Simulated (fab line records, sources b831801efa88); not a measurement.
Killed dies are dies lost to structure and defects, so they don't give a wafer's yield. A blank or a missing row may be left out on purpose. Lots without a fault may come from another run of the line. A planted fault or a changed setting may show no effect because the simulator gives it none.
A struck lot beside a sound one | flow sky130 | 25 steps out of a route of 708
Sound: wafers L221.2, L221.5, L221.6. Struck: wafers L229.3, L229.4, L229.6. The cause comes at the end.
At each step with rows: each side's tool, then ch and its chambers, then its first start. Under that, the readings that differ: sound wafers | struck wafers | difference of the means | sigmas: that difference in standard deviations of wafers without a fault.
alike: readings whose means differ by less than 2 such deviations, and words and numbers that are the same on both sides. not compared: withheld readings, readings that some wafer has no value for, bounds like >300 that may hide the same value, and numbers for which the record gives no deviation and whose values overlap.
The two part at a step that has a row with sigmas, a row that says differs or no value, or rows on one side only. Numbers that don't overlap but have no deviation are shown without sigmas and don't part them. A reading that every wafer of one side lacks parts them only if that side has two wafers or more.

SKY_CONTACT_THK_MEAS_26: measures by xrf.
  sound on film_metro-04, day 33 18:58; struck on film_metro-01, day 35 19:54
  alike: CONTACT_W_THK
SKY_CONTACT_CMP_27: polishes, stops on SiO2, t overpolish 15 s, target thk 0 nm.
  sound on cmp-01 ch 2,3, day 33 19:01; struck on cmp-02 ch 1,2,3, day 35 19:59
  alike: motor_current_A, overpolish_run_s, platen_rpm, retaining_ring_pressure_frac, slurry_filter_dp_kPa, time_to_endpoint_s
SKY_METAL1_SPUTTER_00: material Ti, target thk 15 nm, time 10 s.
  sound on pvd_sputter-01, day 33 19:19; struck on pvd_sputter-02, day 35 20:14
  alike: throttle_valve_pct
SKY_METAL1_SPUTTER_01: material TiN, target thk 20 nm, time 16.7 s.
  sound on pvd_sputter-01, day 33 19:20; struck on pvd_sputter-02, day 35 20:16
  alike: throttle_valve_pct
SKY_METAL1_SPUTTER_02: material AlCu, target thk 250 nm, time 13.3 s.
  sound on pvd_sputter-01, day 33 19:22; struck on pvd_sputter-02, day 35 20:17
  alike: throttle_valve_pct
SKY_METAL1_SPUTTER_03: material Ti, target thk 5 nm, time 3.3 s.
  sound on pvd_sputter-01, day 33 19:23; struck on pvd_sputter-02, day 35 20:19
  alike: throttle_valve_pct
then, 1 step without rows for these wafers: SKY_METAL1_SPUTTER_04 (material TiN, target thk 70 nm, time 58.3 s).
SKY_METAL1_RS_MEAS_05: measures by four-point-probe.
  sound on film_metro-02, day 33 19:28; struck on film_metro-02, day 35 20:25
  alike: METAL1_ALCU_RS
SKY_METAL1_THK_MEAS_06: measures by xrf.
  sound on film_metro-02, day 33 19:35; struck on film_metro-02, day 35 20:31
  alike: METAL1_ALCU_THK
then, 3 steps without rows for these wafers: SKY_METAL1_DEHYDRATE_07 (time 60 s); SKY_METAL1_HMDS_08 (prime time 60 s); SKY_METAL1_COAT_09 (resist thk 60 nm).
SKY_METAL1_COAT_10: resist thk 450 nm.
  sound on litho_track-02 ch 0, day 34 08:00; struck on litho_track-02 ch 0, day 36 09:00
  reading                                       | sound                | struck               | difference | sigmas
  spin_speed_rpm (rpm)                          | 2999.8 3000.8 3001.9 | 2751.8 2752.1 2754.2 | -248.1     | -99 or more
  model.KrF-thick_of_METAL1_COAT_10.thk_nm (nm) | 449.3 449.3 448.9    | 470.6 470.5 469.8    | +21.1      |
  alike: dispense_pressure_kPa
then, 4 steps without rows for these wafers: SKY_METAL1_SOFTBAKE_11 (time 90 s); SKY_METAL1_EXPOSE_12 (exposes mask MM1, target cd 140 nm); SKY_METAL1_PEB_13; SKY_METAL1_DEVELOP_14 (develop time 60 s).
SKY_METAL1_CD_MEAS_15: target cd 140 nm.
  sound on cd_sem-02, day 34 22:52; struck on cd_sem-02, day 36 22:35
  alike: cd_nm
SKY_METAL1_OVL_MEAS_16:
  sound on overlay-02, day 34 22:59; struck on overlay-01, day 36 22:40
  alike: METAL1_OVL
then, 2 steps without rows for these wafers: SKY_METAL1_DESCUM_17 (chemistry O2, time 8 s); SKY_METAL1_ETCH_18 (etches BARC in N2/H2, stops on SiO2, time 45.9 s, target depth 60 nm).
SKY_METAL1_METAL_ETCH_19: etches the open film in Cl2/BCl3, stops on SiO2, target depth 360 nm, time 78 s.
  sound on rie_metal-01 ch 0,1, day 34 23:06; struck on rie_metal-02 ch 0,1, day 36 22:49
  reading                                       | sound           | struck            | difference | sigmas
  model.KrF-thick_of_METAL1_COAT_10.thk_nm (nm) | 161.6 149.1 157 | 187.7 175.3 173.3 | +22.9      |
  alike: drypump_motor_current_A, oes_product_au, throttle_valve_pct
  not compared: rf_hours_counter_h
SKY_METAL1_STRIP_20: strips in O2/N2.
  sound on plasma_asher-03 ch 0,1, day 34 23:11; struck on plasma_asher-03 ch 0,1, day 36 22:55
  reading                      | sound             | struck            | difference | sigmas
  oes_product_au (a.u.)        | 0.342 0.342 0.341 | 0.357 0.352 0.349 | +0.011     | +2
  strip_time_to_endpoint_s (s) | 2.73 2.58 2.66    | 3.00 2.88 2.86    | +0.26      | +4
  alike: drypump_motor_current_A
  not compared: rf_hours_counter_h
then, 1 step without rows for these wafers: SKY_METAL1_STRIP_21 (strips in post etch residue remover, time 1200 s).
-- the record jumps here: 12 days lie between the struck wafers' starts before and after (it left off in module METAL1 and takes up again in module PAD_OPEN, whose first step shown is number 708 of the route) --
SKY_PAD_OPEN_PROBE_99:
  sound on prober-02, day 47 12:34; struck on prober-01, day 48 22:33
  alike: defect_limited_yield, killed_at_M0_to_M3, killed_at_M4_up, killed_at_contacts, killed_at_front_end, killed_dies, killed_open, killed_short, sort_bin_3_pad_short, sort_bin_5_function, sort_bin_6_memory, sort_n_pass, sort_yield_pct

WHERE THEY PART
First at SKY_METAL1_COAT_10; last, within this record, at SKY_METAL1_STRIP_20. Later steps at which nothing parts them and some readings are alike: SKY_PAD_OPEN_PROBE_99.

WHY: what the simulator had put in
Process parameter drift: litho_track-02, from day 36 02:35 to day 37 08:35, at SKY_METAL1_COAT_10. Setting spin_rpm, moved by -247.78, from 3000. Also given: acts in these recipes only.
